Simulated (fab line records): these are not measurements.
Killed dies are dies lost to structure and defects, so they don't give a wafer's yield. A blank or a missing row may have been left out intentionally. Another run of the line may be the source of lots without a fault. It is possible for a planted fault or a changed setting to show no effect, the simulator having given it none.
The tool behind it: which one?    flow sky130    14 lots, 39 wafers sampled, at 5 steps of a route of 708

WHAT EACH GAUGE READ, for each wafer
SKY_SONOS_TUNNEL_TW_MEAS_12. Usual: SONOS_TUNNEL_TW typically reads 196.8, with standard deviation 1.4.
lot   measured      on             SONOS_TUNNEL_TW    flag
L237  day 11 23:59  film metro-03  198.1 199.3 199.3  
L239  day 12 08:50  film metro-01  196.5 195.1 194.9  
L240  day 12 09:53  film metro-01  197.5 195.6 196.6  
L241  day 12 19:04  film metro-03  197.9              
L242  day 12 20:09  film metro-02  196.1 197.5 196.4  
L243  day 13 09:40  film metro-03  197.6 198.2        
L245  day 13 23:41  film metro-02  195.7 195.3 194.8  
L251  day 15 23:29  film metro-03  197.5 198.4 198.1  
L252  day 16 09:46  film metro-03  197.2 197.5 198.0  
L255  day 17 04:50  film metro-02  197.4 197.6 195.8  
L257  day 17 23:41  film metro-02  196.8 197.6 196.9  
L258  day 18 07:14  film metro-02  192.5 194.0 195.0  
L260  day 18 18:09  film metro-01  197.3 198.5 197.0  
L259  day 18 18:14  film metro-02  194.2 193.8 192.9  

SKY_GATE_OXIDE_TW_MEAS_14. Usual: GATE_OXIDE_TW typically reads 223.8, with standard deviation 1.6.
lot   measured      on             GATE_OXIDE_TW      flag
L237  day 14 13:40  film metro-03  223.8 224.9 226.1  
L239  day 14 17:39  film metro-03  224.9 225.0 223.8  
L240  day 14 20:44  film metro-02  221.2 220.6 221.4  
L241  day 15 07:06  film metro-02  222.4              
L242  day 15 06:46  film metro-03  223.3 224.8 224.0  
L243  day 16 00:56  film metro-02  223.6 224.2        
L245  day 16 15:19  film metro-03  224.7 224.8 225.2  
L251  day 18 22:37  film metro-03  224.5 225.6 225.5  
L252  day 19 09:13  film metro-03  224.8 225.0 225.9  
L255  day 20 06:38  film metro-02  220.4 222.2 222.1  
L257  day 20 21:26  film metro-03  224.7 223.7 225.3  
L258  day 21 09:26  film metro-02  222.7 221.9 221.0  
L260  day 21 15:58  film metro-02  221.5 222.3 223.7  
L259  day 21 17:11  film metro-02  221.5 223.5 221.0  

SKY_POLY_GATE_THK_MEAS_01. Usual: POLY_GATE_CVD_00_THK typically reads 179.3 nm, with standard deviation 1.8.
lot   measured      on             POLY_GATE_CVD_00_THK (nm)  flag
L237  day 14 18:16  film metro-03  178.4 177.7 180.4          
L239  day 15 00:18  film metro-03  177.5 178.1 178.2          
L240  day 15 00:17  film metro-01  176.2 178.1 177.3          
L241  day 15 11:07  film metro-03  179.4                      
L242  day 15 09:54  film metro-01  177.5 176.1 177.0          
L243  day 16 11:59  film metro-03  177.1 178.8                
L245  day 16 20:41  film metro-03  180.1 179.2 182.2          
L251  day 19 03:02  film metro-01  181.2 180.4 181.0          
L252  day 19 12:16  film metro-01  183.4 183.9 182.5          
L255  day 20 10:43  film metro-03  179.7 178.6 180.5          
L257  day 21 00:17  film metro-01  179.6 181.9 181.5          
L258  day 21 12:17  film metro-01  180.4 179.8 180.4          
L260  day 21 18:49  film metro-01  178.0 177.7 177.0          
L259  day 21 20:57  film metro-03  183.3 182.4 182.0          

SKY_POLY_GATE_CD_MEAS_13: the cd target is 150 nm. Usual: cd nm reads 149.7 nm (standard deviation 1.2).
lot   measured      on         cd nm (nm)                           flag
L237  day 17 01:53  cd sem-02  149.2 148.3 149.5                    
L239  day 17 08:09  cd sem-01  149.5 150.8 149.3                    
L240  day 17 09:56  cd sem-01  148.9 149.2 150.0                    
L241  day 17 21:07  cd sem-02  137.4 137.8                          OFF
L242  day 17 19:23  cd sem-02  146.4 148.4 146.8                    
L243  day 19 01:52  cd sem-01  148.2 134.9 148.6 134.8              OFF
L245  day 19 11:44  cd sem-01  149.5 136.4 149.0 149.5 135.9 148.9  OFF
L251  day 21 17:59  cd sem-01  149.8 149.7 150.9                    
L252  day 22 05:44  cd sem-02  152.0 151.1 151.3                    
L255  day 23 00:44  cd sem-01  151.0 152.7 152.3                    
L257  day 23 14:39  cd sem-01  148.5 148.7 148.4                    
L258  day 24 03:05  cd sem-01  149.2 151.0 151.4                    
L260  day 24 08:08  cd sem-02  148.4 149.3 147.8                    
L259  day 24 11:38  cd sem-02  150.4 150.5 151.3                    

WHICH TOOL RAN EACH LOT (tool, then ch and the chambers of the sampled wafers, then the start)
lot   SKY_POLY_GATE_EXPOSE_10
L237  krf scanner-02 ch 0, day 16 12:06
L239  krf scanner-01 ch 0, day 16 18:33
L240  krf scanner-02 ch 0, day 16 20:13
L241  krf scanner-02 ch 0, day 17 07:34
L242  krf scanner-02 ch 0, day 17 05:25
L243  krf scanner-02 ch 0, day 18 10:50
L245  krf scanner-02 ch 0, day 18 20:44
L251  krf scanner-02 ch 0, day 21 03:17
L252  krf scanner-01 ch 0, day 21 14:31
L255  krf scanner-02 ch 0, day 22 09:25
L257  krf scanner-01 ch 0, day 23 00:35
L258  krf scanner-02 ch 0, day 23 12:08
L260  krf scanner-01 ch 0, day 23 17:16
L259  krf scanner-01 ch 0, day 23 20:59
- SKY_POLY_GATE_EXPOSE_10: exposes mask P1M, target cd 150 nm.

WHAT THE TOOLS THEMSELVES READ (means of the sampled wafers that have a number; where no wafer has one, the mark that the record gives instead)
The record holds no such reading with a usual standard deviation.

THE ANSWER, worked out from the rows above alone
Rule: a lot counts as off when the mean over its wafers that have a number is more than 3 standard deviations away from the usual mean. Also off: a lot with no number at a reading for which 4 or more lots have one. The other lots that the step has rows for count as sound. The gauges are gone through in route order, then the tools' own readings, and for those a lot's mean is taken as printed above. At the first step where some lot is off, the reading lying furthest off is the one used; lots without a number count as furthest.
Off, at SKY_POLY_GATE_CD_MEAS_13 on cd nm: L241, L243, L245.
If a tool, at a process step before that reading, ran all the lots that are off and no sound lot after the first of them, it fits. Those tools and the gauges at SKY_POLY_GATE_CD_MEAS_13 are tried in the same way. None of those tried fits.

WHAT THE SIMULATOR HAD INSERTED
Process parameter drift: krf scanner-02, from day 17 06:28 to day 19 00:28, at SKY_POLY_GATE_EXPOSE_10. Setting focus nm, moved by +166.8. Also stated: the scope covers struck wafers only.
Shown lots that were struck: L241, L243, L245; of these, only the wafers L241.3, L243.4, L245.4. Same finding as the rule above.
